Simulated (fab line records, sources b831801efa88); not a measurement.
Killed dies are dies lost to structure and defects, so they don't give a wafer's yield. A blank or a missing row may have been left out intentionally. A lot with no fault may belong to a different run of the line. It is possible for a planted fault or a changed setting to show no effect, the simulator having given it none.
Which of the tools did it?    flow gf180mcu    42 wafers from 14 lots sampled at 5 of the route's 602 steps

## WHAT THE GAUGES READ, wafer by wafer
GF_STI_THK_MEAS_04. Usual: STI_CVD_03_THK 208.0 nm, standard deviation 1.8.
lot   measured     on             STI_CVD_03_THK (nm)                  flag
L830  day 1 15:20  film metro-04  207.0 204.6 207.0                    
L832  day 2 01:14  film metro-02  209.4 211.4 208.9                    
L833  day 2 04:49  film metro-03  207.4 208.2 208.7                    
L835  day 2 15:19  film metro-04  211.3 209.4 210.6                    
L837  day 3 00:34  film metro-04  207.0 205.6 208.2                    
L838  day 3 05:34  film metro-04  209.4 208.1 208.2                    
L839  day 3 11:41  film metro-04  209.7 211.6 210.5                    
L840  day 3 16:07  film metro-04  206.8 207.2 207.8                    
L841  day 3 20:46  film metro-02  207.8 209.4 209.9                    
L843  day 4 07:30  film metro-02  207.7 209.9 206.2                    
L846  day 4 21:34  film metro-04  119.5 120.3 119.4 119.5 120.4 119.4  OFF
L847  day 5 03:02  film metro-03  208.7 208.1 208.8                    
L848  day 5 08:32  film metro-02  125.6 123.7 123.7 125.7 123.7 123.6  OFF
L853  day 6 08:34  film metro-02  207.3 207.0 205.6                    

GF_VT_IMPLANT_OVL_MEAS_07. Usual: VT_IMPLANT_OVL 1.4 nm, standard deviation 1.4.
lot   measured      on          VT_IMPLANT_OVL (nm)  flag
L830  day 5 16:20   overlay-02  0.1 0.5 0.8          
L832  day 6 04:43   overlay-01  0.9 0.7 -0.4         
L833  day 6 10:41   overlay-02  1.5 0.6 2.2          
L835  day 6 23:56   overlay-01  0.4 -2.5 0.1         
L837  day 7 10:41   overlay-01  0.7 0.7 0.2          
L838  day 7 15:56   overlay-01  2.7 2.5 0.3          
L839  day 7 22:14   overlay-01  -1.8 0.3 -0.7        
L840  day 8 05:50   overlay-02  2.9 -0.6 1.5         
L841  day 8 10:20   overlay-02  1.4 -0.6 1.2         
L843  day 8 23:32   overlay-01  1.3 1.6 1.5          
L847  day 9 23:11   overlay-02  2.4 3.1 3.5          
L853  day 11 11:19  overlay-02  1.3 -0.1 2.2         

GF_VT_IMPLANT_TW_MEAS_10. Usual: VT_IMPLANT_TW 560, standard deviation 3.4.
lot   measured      on             VT_IMPLANT_TW  flag
L830  day 5 16:37   film metro-02  564 562 565    
L832  day 6 05:01   film metro-01  556 560 556    
L833  day 6 10:58   film metro-02  558 562 561    
L835  day 7 00:14   film metro-04  565 562 567    
L837  day 7 10:58   film metro-02  564 562 562    
L838  day 7 16:14   film metro-04  560 560 560    
L839  day 7 22:31   film metro-02  561 560 562    
L840  day 8 06:08   film metro-02  564 566 565    
L841  day 8 10:38   film metro-01  556 557 556    
L843  day 8 23:50   film metro-02  564 562 563    
L847  day 9 23:28   film metro-02  568 567 566    
L853  day 11 11:37  film metro-01  556 558 560    

## WHAT TOOL EACH LOT RAN ON (gives the tool, then ch and the chambers of the sampled wafers, and finally the start)
lot   GF_STI_CVD_03               GF_STI_CMP_25
L830  lpcvd-02 ch 1, day 1 13:22  cmp-01 ch 1,3, day 2 04:17
L832  lpcvd-01 ch 0, day 1 23:15  cmp-01 ch 0,2,3, day 2 15:39
L833  lpcvd-01 ch 1, day 2 02:49  cmp-02 ch 0,2,3, day 2 19:28
L835  lpcvd-01 ch 0, day 2 13:19  cmp-02 ch 1,3, day 3 05:47
L837  lpcvd-02 ch 0, day 2 22:34  cmp-02 ch 1,2,3, day 3 15:02
L838  lpcvd-02 ch 0, day 3 03:34  cmp-01 ch 1,2,3, day 3 20:17
L839  lpcvd-01 ch 1, day 3 09:41  cmp-01 ch 0,1,2, day 4 02:11
L840  lpcvd-01 ch 1, day 3 14:08  cmp-01 ch 0,1,3, day 4 07:24
L841  lpcvd-01 ch 0, day 3 18:47  cmp-02 ch 1,2,3, day 4 11:58
L843  lpcvd-02 ch 1, day 4 05:30  cmp-02 ch 1,2,3, day 5 00:03
L846  lpcvd-02 ch 0, day 4 19:34  -
L847  lpcvd-01 ch 0, day 5 01:02  cmp-02 ch 1,2,3, day 5 20:01
L848  lpcvd-02 ch 1, day 5 06:34  -
L853  lpcvd-01 ch 1, day 6 06:34  cmp-02 ch 0,3, day 7 01:57
- GF_STI_CVD_03: deposits Si3N4 from DCS/NH3, target thk 207.16 nm, time 3551 s.
- GF_STI_CMP_25: polishes, stops on Si3N4, t overpolish 33 s, target thk 524.6 nm.

## AS READ BY THE TOOLS THEMSELVES (means over the sampled wafers that have a number; for cases with no such wafer, the mark the record gives instead)
GF_STI_CVD_03. Usual: zone power top pct at 27.1 %, with a standard deviation of 2.7.
lot   tool      zone power top pct (%)  flag
L830  lpcvd-02  24.8                    
L832  lpcvd-01  29.6                    
L833  lpcvd-01  24.5                    
L835  lpcvd-01  29.4                    
L837  lpcvd-02  31.0                    
L838  lpcvd-02  31.2                    
L839  lpcvd-01  24.5                    
L840  lpcvd-01  25.0                    
L841  lpcvd-01  29.6                    
L843  lpcvd-02  24.6                    
L846  lpcvd-02  31.1                    
L847  lpcvd-01  29.3                    
L848  lpcvd-02  24.6                    
L853  lpcvd-01  24.6                    

GF_STI_CMP_25. Usual: motor current A 12.1 A, standard deviation 1.2; overpolish run s 33.000 s, standard deviation 0.0086; time to endpoint s 119 s, standard deviation 6.5.
lot   tool    motor current A (A)  overpolish run s (s)  time to endpoint s (s)  flag
L830  cmp-01  13.0                 33.009                131                     
L832  cmp-01  12.6                 33.012                125                     
L833  cmp-02  12.2                 32.999                122                     
L835  cmp-02  10.7                 32.996                116                     
L837  cmp-02  11.2                 33.004                116                     
L838  cmp-01  12.2                 33.006                124                     
L839  cmp-01  12.1                 32.999                116                     
L840  cmp-01  12.7                 33.002                116                     
L841  cmp-02  10.7                 32.997                112                     
L843  cmp-02  11.4                 33.007                113                     
L847  cmp-02  11.0                 32.999                115                     
L853  cmp-02  12.7                 32.998                110                     

## THE ANSWER, worked out from the rows above alone
Rule: lot off if the mean of its wafers having a number is beyond 3 standard deviations from the usual mean. A lot without any number at a reading at which 4 lots or more have one is off too. All remaining lots with rows at the step are treated as sound. After the gauges, taken in route order, come the tools' own readings; for these a lot's mean is taken, as printed above. At the first step where some lot is off, the reading lying furthest off is the one used; lots without a number count as furthest.
Off: L846, L848, seen at GF_STI_THK_MEAS_04 (STI_CVD_03_THK).
If a tool, at a process step before that reading, ran all the lots that are off and no sound lot after the first of them, it fits. The gauges at GF_STI_THK_MEAS_04 are tried like those tools. One fits: GF_STI_CVD_03 on lpcvd-02. A fault onset in the window from L843 (day 4 05:30, its last sound lot) to L846 (day 4 19:34, its first lot off) fits.

## WHAT THE SIMULATOR HAD PUT IN
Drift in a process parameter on lpcvd-02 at GF_STI_CVD_03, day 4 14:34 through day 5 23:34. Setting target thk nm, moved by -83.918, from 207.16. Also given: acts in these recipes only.
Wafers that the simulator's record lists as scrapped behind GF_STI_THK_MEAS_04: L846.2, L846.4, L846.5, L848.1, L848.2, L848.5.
Struck lots among those shown: L846, L848. Same finding as the rule above.
